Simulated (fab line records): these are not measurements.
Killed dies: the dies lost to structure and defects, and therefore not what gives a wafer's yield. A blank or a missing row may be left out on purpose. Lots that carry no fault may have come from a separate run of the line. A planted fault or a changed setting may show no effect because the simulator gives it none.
Struck lot and sound lot, side by side ; flow sky130 ; 15 steps out of a route of 708
Sound: these wafers, L696.2, L696.3, L696.4. Wafers L707.1, L707.4, L707.5 were the ones struck. The cause comes at the end.
Per side, at each step with rows, come the tool, then ch with its chambers, and then its first start. Under that, the readings that differ: sound wafers ; struck wafers ; difference of the means ; sigmas: that difference in standard deviations of wafers without a fault.
alike: readings with means less than 2 such deviations apart, plus words and numbers identical on both sides. not compared: withheld readings, readings lacking a value on some wafer, bounds such as >300 that could conceal the same value, and numbers that have no deviation in the record and whose values overlap.
The two part at a step that has a row with sigmas, a row that says differs or no value, or rows on one side only. When numbers do not overlap yet have no deviation, they are printed without sigmas and do not part them. A reading that every wafer of one side lacks parts them only if that side has two wafers or more.

SKY_VIA1_CMP_24: polishes, stops on SiO2, t overpolish 15 s, target thk 0 nm.
  sound on cmp-01 ch 0,1,2, day 35 15:23; struck on cmp-02 ch 0,1,3, day 39 02:03
  alike: motor-current-A, overpolish-run-s, platen-rpm, time-to-endpoint-s
then, 1 step without rows for these wafers: SKY_METAL2_SPUTTER_00 (material Ti, target thk 15 nm, time 10 s).
SKY_METAL2_SPUTTER_01: material TiN, target thk 20 nm, time 16.7 s.
  sound on pvd-sputter-03 at day 35 15:40; struck on pvd-sputter-01 at day 39 02:16
  alike: cathode-dc-power-W, throttle-valve-pct
SKY_METAL2_SPUTTER_02: material AlCu, target thk 250 nm, time 13.3 s.
  sound on pvd-sputter-03 at day 35 15:41; struck on pvd-sputter-01 at day 39 02:18
  alike: cathode-dc-power-W, throttle-valve-pct
SKY_METAL2_SPUTTER_03: material Ti, target thk 5 nm, time 3.3 s.
  sound on pvd-sputter-03 at day 35 15:43; struck on pvd-sputter-01 at day 39 02:19
  alike: cathode-dc-power-W, throttle-valve-pct
SKY_METAL2_SPUTTER_04: material TiN, target thk 70 nm, time 58.3 s.
  sound on pvd-sputter-03 at day 35 15:44; struck on pvd-sputter-01 at day 39 02:20
  alike: cathode-dc-power-W, throttle-valve-pct
SKY_METAL2_RS_MEAS_05: uses a four-point probe to measure.
  sound on film-metro-02 at day 35 15:48; struck on film-metro-04 at day 39 02:23
  alike: METAL2_ALCU_RS
SKY_METAL2_THK_MEAS_06: measures by xrf.
  sound on film-metro-02 at day 35 15:55; struck on film-metro-04 at day 39 02:31
  alike: METAL2_ALCU_THK
then, 4 steps without rows for these wafers: SKY_METAL2_DEHYDRATE_07 (time 60 s); SKY_METAL2_HMDS_08 (prime time 60 s); SKY_METAL2_COAT_09 (resist thk 60 nm); SKY_METAL2_COAT_10 (resist thk 450 nm).
SKY_METAL2_SOFTBAKE_11: time 90 s.
  sound on litho-track-02 ch 0, day 36 04:00; struck on litho-track-03 ch 0, day 39 15:00
reading;sound;struck;difference;sigmas
run-length-s (s);119.44 119.43 119.53;124.37 124.43 124.15;+4.85;+21
then, 1 step without rows for these wafers: SKY_METAL2_EXPOSE_12 (exposes mask MM2, target cd 140 nm).
SKY_PAD_OPEN_PROBE_99:
  the record has rows for the sound wafers here (prober-02, day 47 01:17) and none for the struck ones

WHERE THEY PART
First at SKY_METAL2_SOFTBAKE_11; last, within this record, at SKY_PAD_OPEN_PROBE_99.

WHY: what the simulator had put in
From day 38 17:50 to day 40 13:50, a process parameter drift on litho-track-03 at SKY_METAL2_SOFTBAKE_11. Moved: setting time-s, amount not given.
